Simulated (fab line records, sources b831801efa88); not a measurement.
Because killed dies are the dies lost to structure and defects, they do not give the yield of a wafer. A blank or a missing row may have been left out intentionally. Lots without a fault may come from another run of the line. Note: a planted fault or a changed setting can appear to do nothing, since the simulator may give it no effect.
fab line records -- flow sky130
[record] lots = 6, wafers = 18, lastDay = 50
route steps=708 shown LDD_N@239 PAD_OPEN@708
lots untouched by any fault: they come from a run of this same line in which no faults occurred
startH: start of the lot's first displayed wafer, in hours after the record's first day -- waitH: hours since the lot's step before -- " same as the row above -- L1.1+2: several wafers, shown together as one row -- - no value, or no start given -- * or withheld: withheld -- < > ~ a bound
route shown NAME@n: names a module that has steps shown in the file, with the first one's number in the route -- usual: mean/standard deviation taken from wafers without a fault -- same: alike in all rows -- chamber/n: place in a boat -- sites: each site's reading -- _std_site: how widely they spread, as a standard deviation -- _edge_site: inner sites' mean taken away from outer sites' mean -- radiusMm: how far each site lies from the wafer's centre -- mask NAME#n: copy n -- behind: tool/chamber where the wafer was last shaped -- hold: the reason the lot was held/the length of the hold in hours/how it ended -- device: which transistor (n, p or np) failed to switch -- end of line: tests of these same wafers at the route's end -- a step without rows: its recipe alone -- killed: not the wafer's yield, but the dies lost to structure and defects at the first sort -- map: a wafer's dies, x killed, . not, _ none there
set.NAME: the run value of the setting; set.NAME@STEP: its run value at that earlier step -- model.NAME: the simulator's own value behind a step, which no gauge read
certain route steps with their lots: each step a table, each wafer a row
services: from which hour (startH, from the record's first day; less than 0 if before it) a tool's chamber was out of use, for how many hours, and why
[[steps]]
[step SKY_LDD_N_COAT_02]
[recipe] resist = NOVOLAK, spinRpm = 3000, resistThkNm = 300
[step SKY_LDD_N_SOFTBAKE_03]
[recipe] tempC = 90, timeS = 60, resist = NOVOLAK
[step SKY_LDD_N_EXPOSE_04]
[recipe] maskId = NTM, targetCdNm = 840, na = 0.6, sourceShape = conventional, sigmaOuter = 0.6, doseMj = 110
[step SKY_LDD_N_PEB_05]
[recipe] tempC = withheld, timeS = *, resist = NOVOLAK
[step SKY_LDD_N_DEVELOP_06]
[recipe] developTimeS = 60, devTempC = 23
[step SKY_LDD_N_OVL_MEAS_07]
[usual] LDD_N_OVL = -0.2/1.4
lot.wafer,tool,chamber,startH,waitH,LDD_N_OVL[nm]
L478.2,overlay-02,-,409.23,0.1,0.8
L478.4,overlay-02,-,409.23,0.1,1.4
L478.6,overlay-02,-,409.23,0.1,0.6
L480.3,overlay-01,-,428.50,0.1,0.5
L480.5,overlay-01,-,428.50,0.1,0.0
L480.6,overlay-01,-,428.50,0.1,-2.0
L485.3,overlay-01,-,475.17,0.1,-1.6
L485.5,overlay-01,-,475.17,0.1,-0.4
L485.6,overlay-01,-,475.17,0.1,-0.5
L487.1,overlay-01,-,489.79,0.1,1.1
L487.3,overlay-01,-,489.79,0.1,-0.5
L487.4,overlay-01,-,489.79,0.1,0.9
L498.2,overlay-02,-,587.81,0.1,-0.8
L498.5,overlay-02,-,587.81,0.1,-1.0
L498.6,overlay-02,-,587.81,0.1,-2.7
L500.1,overlay-02,-,593.24,0.1,1.6
L500.4,overlay-02,-,593.24,0.1,1.3
L500.6,overlay-02,-,593.24,0.1,1.5
[step SKY_LDD_N_IMPLANT_08]
[recipe] species = As, energyKev = 20, doseCm2 = 7.5e+13, tiltDeg = withheld, rotationDeg = 23
[step SKY_LDD_N_IMPLANT_09]
[recipe] species = As, energyKev = 20, doseCm2 = 7.656e+13, tiltDeg = withheld, rotationDeg = 113
[step SKY_LDD_N_IMPLANT_10]
[recipe] species = As, energyKev = 20, doseCm2 = 7.5e+13, tiltDeg = withheld, rotationDeg = 203
[step SKY_LDD_N_IMPLANT_11]
[recipe] species = As, energyKev = 20, doseCm2 = 7.5e+13, tiltDeg = withheld, rotationDeg = 293
[step SKY_LDD_N_IMPLANT_12]
[recipe] species = BF2, energyKev = 50, doseCm2 = 5e+12, tiltDeg = 30, rotationDeg = 0
[step SKY_LDD_N_IMPLANT_13]
[recipe] species = BF2, energyKev = 50, doseCm2 = 5e+12, tiltDeg = 30, rotationDeg = 90
[step SKY_LDD_N_IMPLANT_14]
[recipe] species = BF2, energyKev = 50, doseCm2 = 5e+12, tiltDeg = 30, rotationDeg = 180
[usual] beamOnS = 9.99/0.2, doseIonsCm2 = 5.002e+12/5.6e+09, faradayCurrentUA = 28.2/0.56
lot.wafer,tool,chamber,startH,waitH,beamOnS,doseIonsCm2,faradayCurrentUA
L478.2,implanter-04,0,410.19,0.1,10.35,4.988e+12,27.2
L478.4,implanter-04,0,410.19,0.1,10.33,5e+12,27.2
L478.6,implanter-04,0,410.19,0.1,10.21,5.007e+12,27.8
L480.3,implanter-03,0,429.48,0.1,9.88,5e+12,28.5
L480.5,implanter-03,0,429.48,0.1,9.85,5e+12,28.5
L480.6,implanter-03,0,429.48,0.1,10.01,5.008e+12,28.2
L485.3,implanter-03,0,476.14,0.1,9.89,3.805e+12,21.7
L485.5,implanter-03,0,476.14,0.1,10.52,3.806e+12,20.4
L485.6,implanter-03,0,476.14,0.1,10.15,3.803e+12,21.2
L487.1,implanter-03,0,490.72,0.1,9.64,3.81e+12,22.3
L487.3,implanter-03,0,490.72,0.1,10.23,3.804e+12,21.0
L487.4,implanter-03,0,490.72,0.1,10.18,3.805e+12,21.0
L498.2,implanter-04,0,588.77,0.1,9.89,5.007e+12,28.6
L498.5,implanter-04,0,588.77,0.1,10.29,5.009e+12,27.5
L498.6,implanter-04,0,588.77,0.1,9.61,5.003e+12,29.2
L500.1,implanter-02,0,594.17,0.1,9.79,5.007e+12,28.9
L500.4,implanter-02,0,594.17,0.1,10.25,5.011e+12,27.5
L500.6,implanter-02,0,594.17,0.1,9.85,5.017e+12,28.6
[step SKY_LDD_N_IMPLANT_15]
[recipe] species = BF2, energyKev = 50, doseCm2 = 5e+12, tiltDeg = 30, rotationDeg = 270
[step SKY_PAD_OPEN_PROBE_99]
[usual] killed_at_M0_to_M3 = 42/5.8, killed_at_M4_up = 3.0/2, killedAtContacts = 24/5.5, killedAtFrontEnd = 15/3.9, killedAtOther = 0.3/0.54, killedDies = 85/8.8, killedOpen = 47/6.8, killedShort = 38/5.9
[same] grossDies = 492, killedAtBackSide = 0
lot.wafer,tool,chamber,startH,waitH,killed_at_M0_to_M3,killed_at_M4_up,killedAtContacts,killedAtFrontEnd,killedAtOther,killedDies,killedOpen,killedShort,model.etest.nfet_01v8_swapped.vtSatV
L478.2,prober-02,-,1088.67,0.1,35,5,23,16,0,79,41,38,0.6408
L478.4,prober-02,-,1088.77,0.2,44,3,38,19,0,104,54,50,0.6463
L478.6,prober-02,-,1088.87,0.2,34,0,11,22,0,67,32,35,0.6402
L480.3,prober-02,-,1097.44,0.2,43,2,19,20,0,84,47,37,0.6618
L480.5,prober-02,-,1097.54,0.2,42,3,29,14,0,88,55,33,0.6574
L480.6,prober-02,-,1097.59,0.2,33,1,23,10,0,67,37,30,0.6545
L485.3,prober-01,-,1130.12,0.2,50,1,22,16,1,90,54,36,0.6291
L485.5,prober-01,-,1130.22,0.2,42,5,20,14,0,81,52,28,0.622
L485.6,prober-01,-,1130.27,0.2,41,6,23,16,0,86,53,33,0.6293
L487.1,prober-01,-,1139.93,0.1,40,5,24,16,0,85,39,46,0.6383
L487.3,prober-01,-,1140.03,0.2,34,3,20,13,1,71,39,32,0.6261
L487.4,prober-01,-,1140.08,0.2,46,2,18,18,1,85,47,38,0.6368
L498.2,prober-02,-,1197.06,0.1,42,2,27,11,0,82,48,34,0.6463
L498.5,prober-02,-,1197.21,0.2,42,2,20,14,0,78,36,42,0.6335
L498.6,prober-02,-,1197.26,0.2,36,5,22,11,0,74,40,33,0.6407
L500.1,prober-01,-,1201.43,0.1,37,3,16,17,0,73,35,33,0.662
L500.4,prober-01,-,1201.58,0.2,33,4,27,11,0,75,33,40,0.6632
L500.6,prober-01,-,1201.68,0.2,33,6,23,20,0,82,49,32,0.6597
// killed by level:class
L478.2 VIA1:geometricParticle:open=8 FIELD_ISO:geometricParticle:open=7 CONTACT:geometricParticle:open=7 CONTACT:geometricParticle:short=6 LOCAL_INTERCONNECT:geometricParticle:short=5 VIA2:geometricParticle:open=5 VIA3:geometricParticle:open=5 FIELD_ISO:geometricParticle:short=4
L478.4 VIA1:geometricParticle:open=13 CONTACT:geometricParticle:open=13 LI_CONTACT:geometricParticle:open=8 LOCAL_INTERCONNECT:geometricParticle:short=7 METAL1:geometricParticle:short=6 VIA3:geometricParticle:open=6 CONTACT:geometricParticle:short=6 METAL2:geometricParticle:short=5
L478.6 VIA1:geometricParticle:open=12 POLY_GATE:geometricParticle:short=6 FIELD_ISO:geometricParticle:short=5 CONTACT:geometricParticle:short=5 METAL1:geometricParticle:short=5 METAL2:geometricParticle:short=5 POLY_GATE:geometricParticle:open=4 FIELD_ISO:geometricParticle:open=3
L480.3 VIA1:geometricParticle:open=10 POLY_GATE:geometricParticle:open=6 CONTACT:geometricParticle:open=6 VIA2:geometricParticle:open=6 CONTACT:geometricParticle:short=5 VIA3:geometricParticle:open=5 POLY_GATE:geometricParticle:short=4 LI_CONTACT:geometricParticle:open=4
L480.5 LI_CONTACT:geometricParticle:open=12 VIA1:geometricParticle:open=11 CONTACT:geometricParticle:open=8 VIA2:geometricParticle:open=8 POLY_GATE:geometricParticle:open=5 METAL2:geometricParticle:short=5 LI_CONTACT:geometricParticle:short=4 VIA2:geometricParticle:short=4
L480.6 CONTACT:geometricParticle:open=8 LI_CONTACT:geometricParticle:open=6 VIA1:geometricParticle:open=5 METAL2:geometricParticle:short=5 VIA2:geometricParticle:open=5 FIELD_ISO:geometricParticle:short=4 LI_CONTACT:geometricParticle:short=4 VIA3:geometricParticle:short=4
L485.3 VIA1:geometricParticle:open=11 VIA2:geometricParticle:open=8 LI_CONTACT:geometricParticle:open=8 CONTACT:geometricParticle:open=8 METAL2:geometricParticle:short=6 VIA3:geometricParticle:open=6 FIELD_ISO:geometricParticle:open=4 VIA1:geometricParticle:short=4
L485.5 VIA1:geometricParticle:open=12 CONTACT:geometricParticle:open=7 LI_CONTACT:geometricParticle:open=6 VIA2:geometricParticle:open=6 VIA3:geometricParticle:open=6 METAL4:geometricParticle:short=5 POLY_CUT:geometricParticle:open=4 METAL1:geometricParticle:short=4
L485.6 VIA1:geometricParticle:open=10 VIA2:geometricParticle:open=10 CONTACT:geometricParticle:open=8 METAL1:geometricParticle:short=6 LI_CONTACT:geometricParticle:open=6 FIELD_ISO:geometricParticle:open=5 FIELD_ISO:geometricParticle:short=4 METAL1:geometricParticle:open=4
L487.1 CONTACT:geometricParticle:open=8 VIA1:geometricParticle:open=8 VIA1:geometricParticle:short=7 FIELD_ISO:geometricParticle:short=5 LOCAL_INTERCONNECT:geometricParticle:short=5 VIA2:geometricParticle:short=5 VIA3:geometricParticle:open=5 FIELD_ISO:geometricParticle:open=4
L487.3 CONTACT:geometricParticle:open=9 VIA2:geometricParticle:open=8 VIA1:geometricParticle:open=8 METAL2:geometricParticle:short=5 POLY_GATE:geometricParticle:short=4 FIELD_ISO:geometricParticle:short=3 FIELD_ISO:geometricParticle:open=3 LI_CONTACT:geometricParticle:open=3
L487.4 VIA1:geometricParticle:open=12 CONTACT:geometricParticle:open=8 FIELD_ISO:geometricParticle:short=6 VIA1:geometricParticle:short=6 VIA2:geometricParticle:open=5 VIA3:geometricParticle:open=5 POLY_GATE:geometricParticle:open=4 CONTACT:geometricParticle:short=4
L498.2 LI_CONTACT:geometricParticle:open=11 VIA1:geometricParticle:open=10 VIA2:geometricParticle:open=7 LI_CONTACT:geometricParticle:short=5 VIA2:geometricParticle:short=5 VIA3:geometricParticle:open=5 FIELD_ISO:geometricParticle:open=4 LOCAL_INTERCONNECT:geometricParticle:short=4
L498.5 METAL2:geometricParticle:short=10 VIA2:geometricParticle:open=9 CONTACT:geometricParticle:open=6 METAL1:geometricParticle:short=6 VIA1:geometricParticle:open=6 FIELD_ISO:geometricParticle:short=5 CONTACT:geometricParticle:short=5 POLY_GATE:geometricParticle:open=4
L498.6 LI_CONTACT:geometricParticle:open=8 CONTACT:geometricParticle:open=8 VIA1:geometricParticle:open=6 VIA3:geometricParticle:open=6 CONTACT:geometricParticle:short=5 METAL1:geometricParticle:short=5 FIELD_ISO:geometricParticle:open=4 METAL2:geometricParticle:short=4
L500.1 VIA1:geometricParticle:open=12 VIA1:geometricParticle:short=8 FIELD_ISO:geometricParticle:open=5 NWELL:coatMicrobubblePrinted=5 METAL2:geometricParticle:short=5 FIELD_ISO:geometricParticle:short=4 LI_CONTACT:geometricParticle:open=4 CONTACT:geometricParticle:short=4
L500.4 CONTACT:geometricParticle:open=7 LI_CONTACT:geometricParticle:open=6 VIA1:geometricParticle:open=6 LI_CONTACT:geometricParticle:short=5 CONTACT:geometricParticle:short=5 METAL1:geometricParticle:short=5 METAL2:geometricParticle:short=5 METAL4:geometricParticle:short=4
L500.6 LI_CONTACT:geometricParticle:open=10 VIA1:geometricParticle:open=10 CONTACT:geometricParticle:open=8 FIELD_ISO:geometricParticle:open=7 METAL2:geometricParticle:short=7 METAL4:geometricParticle:short=5 FIELD_ISO:geometricParticle:short=4 VIA2:geometricParticle:open=4
[[services]]
tool,chamber,startH,hours,kind
implanter-02,-,400.26,9.7,pm
implanter-04,-,479.42,1.4,repair
implanter-03,-,487.44,2.2,repair
implanter-04,-,491.30,3.6,pm
implanter-03,-,551.52,4.7,repair
[[key]]
[firstSign] step = SKY_LDD_N_IMPLANT_14, reading = doseIonsCm2, direction = down, sigmas = 99+, usual = *, struck = *
[effect] step = SKY_LDD_N_IMPLANT_14, reading = faradayCurrentUA, direction = down, sigmas = 12, usual = 28.2, struck = 21.3
[modelEffect] step = SKY_PAD_OPEN_PROBE_99, value = etest.nfet_01v8_swapped.vtSatV, without = 0.6459, struck = 0.6302
metAt SKY_LDD_N_IMPLANT_14
struckWafers L485.3,L485.5,L485.6,L487.1,L487.3,L487.4
testerLeftOut L485,L487
onsetBetween 429.48 476.14
[fault] kind = processParameterDrift, tool = implanter-03, chamber = -, onsetH = 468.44, steps = SKY_LDD_N_IMPLANT_14, channel = doseCm2, offset = *, shape = step, endH = 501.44, actsIn = *, stated = *
// testerLeftOut: of these lots the tester's yield and bins aren't shown, on N5 and GAA mostly nor the transistor test; their killed dies are dies lost to structure and defects alone, not to doping, threshold or leakage, so they don't give the yield
